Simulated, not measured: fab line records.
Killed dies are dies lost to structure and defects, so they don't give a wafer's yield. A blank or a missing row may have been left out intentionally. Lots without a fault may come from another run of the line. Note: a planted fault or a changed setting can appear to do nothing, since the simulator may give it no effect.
Problem report, 8D (eight disciplines) form, completed by code | flow gf180mcu | the parts of the form that need people (team, actions taken, sign-off) are left out

== 1. THE ISSUE ==
Wafers without a fault read 85.70 W, standard deviation 0.087; heaterPowerTotalW at GF_V2_PEB_12 reads a mean of 90.11 W on 6 wafers belonging to 2 lots. Relative to the usual mean, that is a shift of +51 standard deviations.
The step: peb time 90 s.
The first sign was on wafer L497.1 at day 24 19:57, on lithoTrack-01. The record has a number at this step for 36 wafers belonging to 12 lots. Rule for "out", or "out of limits": more than 4 standard deviations from the usual mean. The other wafers with a number count as sound.

== 2. WHAT THIS IS AND IS NOT ==
question                    | is                     | is not
which readings at this step | heaterPowerTotalW      | -
which lots                  | L497, L498             | L485, L486, L487, L488, L489, L491, L493, L503, L504, L508
which wafers of those lots  | all that have a number | -
read on which tools         | lithoTrack-01          | lithoTrack-02, lithoTrack-04
when                        | from day 24 19:57      | up to then (21 sound wafers); but 9 sound wafers of L503, L504, L508 came after

== 3. WHAT RULES OUT EACH SUSPECT ==
Counting: a tool at a process step up to the reading stays a suspect if it ran every lot that is out and no sound lot after the first of them.
- rieMetal-01 at GF_M2_METAL_ETCH_16 (etches the open film in Cl2/BCl3, stops on SiO2, target depth 750.8 nm, time 127.4 s): ruled out as a lasting fault. The sound lots L504 went through it after L497, its earliest lot that is out (day 23 20:39).
- lithoTrack-01 at GF_V2_PEB_12 (peb time 90 s): kept. Every lot that is out went through it, starting with L497 (day 24 19:57), and after that it ran no sound lot; the last sound lot it ran before then is L491 (day 22 16:12). Its own heaterPowerTotalW readings are out on those wafers.
The count leaves lithoTrack-01 at GF_V2_PEB_12.

== 4. THE CAUSE (what the simulator had put in) ==
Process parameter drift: lithoTrack-01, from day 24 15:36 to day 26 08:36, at GF_V2_PEB_12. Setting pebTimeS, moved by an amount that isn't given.
After counting, this tool was the only one left.

== 5. THE EFFECT CHAIN, in route order ==
Each row: a reading where the mean over the struck wafers with a number is more than 3 standard deviations away from the usual. Only readings whose record carries a usual standard deviation are examined. hours: median over the lots of the time between each lot's start at the first step of this table that gives one and its start at this step. sigmas: the change, counted in usual standard deviations.
hours | step         | reading           | usual   | on struck wafers | change | sigmas
0     | GF_V2_PEB_12 | heaterPowerTotalW | 85.70 W | 90.11            | +4.41  | +51
It contains these process steps:
- GF_V2_PEB_12: peb time 90 s.
Later steps that measure or inspect, where all struck wafers having a row at the step show a number for every such reading and not one has moved that far: GF_V2_CD_MEAS_14.

== 6. WHAT WOULD HAVE CAUGHT IT SOONER ==
First out-of-limits reading in this record: day 24 19:57, which is 4 hours after fault onset at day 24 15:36.
